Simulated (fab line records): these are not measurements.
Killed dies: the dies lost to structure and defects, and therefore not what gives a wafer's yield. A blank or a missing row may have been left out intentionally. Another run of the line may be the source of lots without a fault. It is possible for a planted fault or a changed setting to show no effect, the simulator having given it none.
One fault through the eyes of 2 desks | flow gf180mcu | numbers are kept per desk, each desk with only its own; the story behind them comes last

== THE METROLOGY DESK ==
Lot by lot, what the gauges showed, no matter which tool ran the lot: averages of those sampled wafers that carry a number. Any lot whose mean is over 4 standard deviations away from the usual mean is out of limits and marked OUT; that distance is given in the brackets.
Columns: A = STI_OXIDATION_02_THK at GF_STI_THK_MEAS_30, usual 10.09 nm
lot  | first seen here | A
L848 | day 2 07:34     | 9.83
L849 | day 2 11:50     | 9.98
L850 | day 2 17:08     | 10.20
L851 | day 3 03:03     | 9.97
L854 | day 3 16:47     | 14.75 (+25) OUT
L855 | day 3 21:31     | 10.17
L857 | day 4 04:19     | 14.93 (+25) OUT
L868 | day 6 12:17     | 10.07
L869 | day 6 18:19     | 10.13
L870 | day 6 23:40     | 9.79
L871 | day 7 04:14     | 10.28
This desk's finding: out of limits on L854, L857; first on L854, day 3 16:47 (STI_OXIDATION_02_THK at GF_STI_THK_MEAS_30). L848, L849, L850, L851, L855, L868, L869, L870, L871 stayed within limits.

== TOOL OWNER'S DESK, furnace-01 ==
The tool's own readings at GF_STI_OXIDATION_29 (stabilise 600 s, purge 300 s, target thk 10 nm): means of the sampled wafers that have a number, for each lot that ran on this tool. Any lot whose mean is over 4 standard deviations away from the usual mean is out of limits and marked OUT; that distance is given in the brackets.
Columns: A = spike_tc_bottom_C at GF_STI_OXIDATION_29, usual 921 C; B = spike_tc_centre_C at GF_STI_OXIDATION_29, usual 900.5 C; C = spike_tc_lower_C at GF_STI_OXIDATION_29, usual 899.5 C; D = spike_tc_top_C at GF_STI_OXIDATION_29, usual 908.1 C; E = spike_tc_upper_C at GF_STI_OXIDATION_29, usual 900.6 C; F = zone_power_top_pct at GF_STI_OXIDATION_29, usual 33.7 %; G = zone_power_upper_pct at GF_STI_OXIDATION_29, usual 17.4 %
lot  | first seen here | A              | B               | C               | D               | E               | F    | G
L849 | day 2 10:25     | 924            | 901.1           | 898.3           | 907.6           | 900.4           | 34.2 | 17.5
L851 | day 3 01:38     | 925            | 900.1           | 898.8           | 906.6           | 900.6           | 34.3 | 17.7
L854 | day 3 15:23     | 961 (+6.7) OUT | 938.9 (+35) OUT | 935.0 (+24) OUT | 944.5 (+19) OUT | 937.2 (+40) OUT | 36.8 | 19.6 (+5.2) OUT
L857 | day 4 02:55     | 963 (+6.9) OUT | 937.5 (+34) OUT | 935.9 (+24) OUT | 943.8 (+19) OUT | 937.4 (+40) OUT | 36.8 | 19.4 (+4.6) OUT
L868 | day 6 10:54     | 923            | 900.7           | 898.5           | 907.6           | 900.7           | 34.4 | 17.7
L870 | day 6 22:15     | 925            | 900.7           | 898.7           | 907.3           | 901.7           | 34.3 | 17.7
Finding of this desk: L854, L857 out of limits; the first was L854 at day 3 15:23, on spike_tc_bottom_C at GF_STI_OXIDATION_29. L849, L851, L868, L870 stayed within limits.

== BROUGHT TOGETHER ==
The tool owner's desk had the chance to raise an alarm at day 3 15:23 on L854, L857.
The metrology desk could have raised an alarm at day 3 16:47, on L854, L857.
The lots listed all ran GF_STI_OXIDATION_29 on furnace-01.

== WHAT THE SIMULATOR PUT IN ==
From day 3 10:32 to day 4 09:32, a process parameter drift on furnace-01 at GF_STI_OXIDATION_29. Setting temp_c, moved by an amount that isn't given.
Lots struck among those shown: L854, L857.
Time in hours from fault onset to the first out-of-limits reading at each desk: tool owner's desk 5, metrology desk 6.
